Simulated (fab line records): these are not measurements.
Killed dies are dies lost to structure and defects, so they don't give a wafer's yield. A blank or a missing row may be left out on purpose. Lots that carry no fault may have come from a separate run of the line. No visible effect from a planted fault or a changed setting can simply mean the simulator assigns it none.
Problem report, 8D (eight disciplines) form, completed by code / flow gf180mcu / the parts of the form that need people (team, actions taken, sign-off) are left out

== 1. WHAT IS WRONG ==
cathodeDcPowerW at GF_MIM_SPUTTER_09 reads a mean of 5939.2 W on 6 wafers of 2 lots; wafers without a fault read 6500.0 W with a standard deviation of 1.1. That is -99 or more standard deviations from the usual mean.
The step: material TiN, target thk 35 nm, time 29.2 s.
First observed at day 28 03:14: wafer L551.2, on pvdSputter-01. Wafers with a number at this step in the record: 39, from 13 lots. Rule for "out", or "out of limits": more than 4 standard deviations from the usual mean. All remaining wafers that have a number are taken as sound.

== 2. WHAT IT IS; WHAT IT IS NOT ==
question=which readings at this step | is=cathodeDcPowerW | is not=throttleValvePct
question=which lots | is=L551, L553 | is not=L540, L541, L542, L543, L544, L545, L546, L547, L548, L552, L559
question=which wafers of those lots | is=all that have a number | is not=-
question=read on which tools | is=pvdSputter-01 | is not=pvdSputter-02, pvdSputter-04
question=when | is=from day 28 03:14 | is not=up to then (27 sound wafers); but 6 sound wafers of L552, L559 came after

== 3. THE SUSPECTS, EACH WITH WHAT RULES IT OUT ==
Counting: a tool at any process step up to the reading remains a suspect when it ran all the lots that are out and ran no sound lot after the first of those.
- cmp-01 at GF_V4_CMP_04 (polishes SiO2): ruled out as a lasting fault. Sound lots L559 ran on it after its first lot that is out, L551 (day 27 04:38).
- pvdSputter-01 at GF_MIM_SPUTTER_08 (material AlCu, target thk 200 nm, time 10.6 s): kept. It processed each lot that is out, first L551 at day 28 03:13, and no sound lot thereafter; up to then, the last sound lot it processed was L547 at day 27 00:28.
- pvdSputter-01 at GF_MIM_SPUTTER_09 (material TiN, target thk 35 nm, time 29.2 s): kept. It processed each lot that is out, first L551 at day 28 03:14, and no sound lot thereafter; up to then, the last sound lot it processed was L547 at day 27 00:29. Its own readings are out on those wafers: cathodeDcPowerW.
After counting, pvdSputter-01 at GF_MIM_SPUTTER_08 and pvdSputter-01 at GF_MIM_SPUTTER_09 remain.

== 4. THE CAUSE (what the simulator had put in) ==
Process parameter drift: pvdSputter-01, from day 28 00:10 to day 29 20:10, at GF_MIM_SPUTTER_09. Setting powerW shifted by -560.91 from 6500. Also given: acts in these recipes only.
Counting left 2 suspects, and this tool is among them.

== 5. SEQUENCE OF EFFECTS, ordered by route ==
One row per reading whose mean, taken over the struck wafers that have a number, lies over 3 standard deviations from the usual. Scope: only readings with a usual standard deviation given in the record; hours: median across lots of the time from each lot's start at the first step in this table that gives one to its start at this step; sigmas: change in usual standard deviations.
hours=0; step=GF_MIM_SPUTTER_09; reading=cathodeDcPowerW; usual=6500.0 W; on struck wafers=5939.2; change=-560.8; sigmas=-99 or more
Process steps it contains:
- GF_MIM_SPUTTER_09: material TiN, target thk 35 nm, time 29.2 s.

== 6. HOW IT WOULD HAVE BEEN CAUGHT EARLIER ==
The fault began at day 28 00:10; the first out-of-limits reading in this record came at day 28 03:14, 3 hours later.
